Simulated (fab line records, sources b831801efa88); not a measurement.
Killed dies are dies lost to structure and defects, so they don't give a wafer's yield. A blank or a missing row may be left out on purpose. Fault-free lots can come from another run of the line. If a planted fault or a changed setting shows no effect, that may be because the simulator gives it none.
A lot that was struck, set against a sound lot || flow gf180mcu || 14 steps out of a route of 602
Sound: wafers L188.1, L188.3, L188.4. Wafers struck: L202.3, L202.4, L202.5. The cause is given at the end.
Per side, at each step with rows, come the tool, then ch with its chambers, and then its first start. Under that, the readings that differ: sound wafers || struck wafers || difference of the means || sigmas: that difference in standard deviations of wafers without a fault.
alike: a reading whose means differ by less than 2 such deviations, as well as words and numbers matching on both sides. not compared: withheld readings; readings where some wafer has no value; bounds like >300 that might hide an equal value; numbers whose values overlap and for which the record gives no deviation.
Wherever a step has rows on one side only, a row that says differs or no value, or a row with sigmas, the two part there. Numbers that have no deviation but don't overlap get no sigmas and don't part them. A reading missing from all wafers of one side parts the sides only when that side holds two or more wafers.

GF_V2_CMP_26: polishes, stops on SiO2, t overpolish 15 s, target thk 0 nm.
  sound on cmp-01 ch 0,1,2, day 20 06:53; struck on cmp-01 ch 1,2,3, day 25 10:10
  alike: motor_current_A, overpolish_run_s, time_to_endpoint_s
then, 1 step without rows for these wafers: GF_M3_SPUTTER_00 (material Ti, target thk 37.5 nm, time 150 s).
GF_M3_SPUTTER_01: material TiN, target thk 30 nm, time 25 s.
  sound on pvd_sputter-02 at day 20 07:17; struck on pvd_sputter-03 at day 25 10:31
  alike: throttle_valve_pct
GF_M3_SPUTTER_02: material AlCu, target thk 450 nm, time 23.9 s.
  sound on pvd_sputter-02 at day 20 07:19; struck on pvd_sputter-03 at day 25 10:32
  alike: throttle_valve_pct
GF_M3_SPUTTER_03: material Ti, target thk 10 nm, time 6.7 s.
  sound on pvd_sputter-02 at day 20 07:20; struck on pvd_sputter-03 at day 25 10:34
  alike: substrate_temp_c, throttle_valve_pct
GF_M3_SPUTTER_04: material TiN, target thk 50 nm, time 41.7 s.
  sound on pvd_sputter-02 at day 20 07:22; struck on pvd_sputter-03 at day 25 10:35
  alike: throttle_valve_pct
GF_M3_RS_MEAS_05: uses a four-point probe to measure.
  sound on film_metro-03 at day 20 07:24; struck on film_metro-01 at day 25 10:40
  alike: M3_ALCU_RS
GF_M3_THK_MEAS_06: measures by xrf.
  sound on film_metro-03 at day 20 07:31; struck on film_metro-01 at day 25 10:46
  alike: M3_ALCU_THK
then, 4 steps without rows for these wafers: GF_M3_DEHYDRATE_07 (time 60 s); GF_M3_HMDS_08 (prime time 60 s); GF_M3_COAT_09 (resist thk 1000 nm); GF_M3_SOFTBAKE_10 (time 60 s).
GF_M3_EXPOSE_11: exposes mask Metal3, target cd 280 nm.
  struck on krf_scanner-02, day 25 21:10; sound on krf_scanner-02 ch 0, day 20 20:04
  no value came back on the struck wafers for exposure_dose_mJ_cm2, focus_offset_nm (nm), na; on the sound wafers exposure_dose_mJ_cm2 reads 28.03 27.99 27.98
  alike: mask
then, 1 step without rows for these wafers: GF_M3_PEB_12 (peb time 90 s).

WHERE THEY PART
Only at GF_M3_EXPOSE_11, as far as this record shows.

WHY: the cause the simulator had injected
At GF_M3_EXPOSE_11, the step was skipped entirely on krf_scanner-02 from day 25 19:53 on. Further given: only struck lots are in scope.
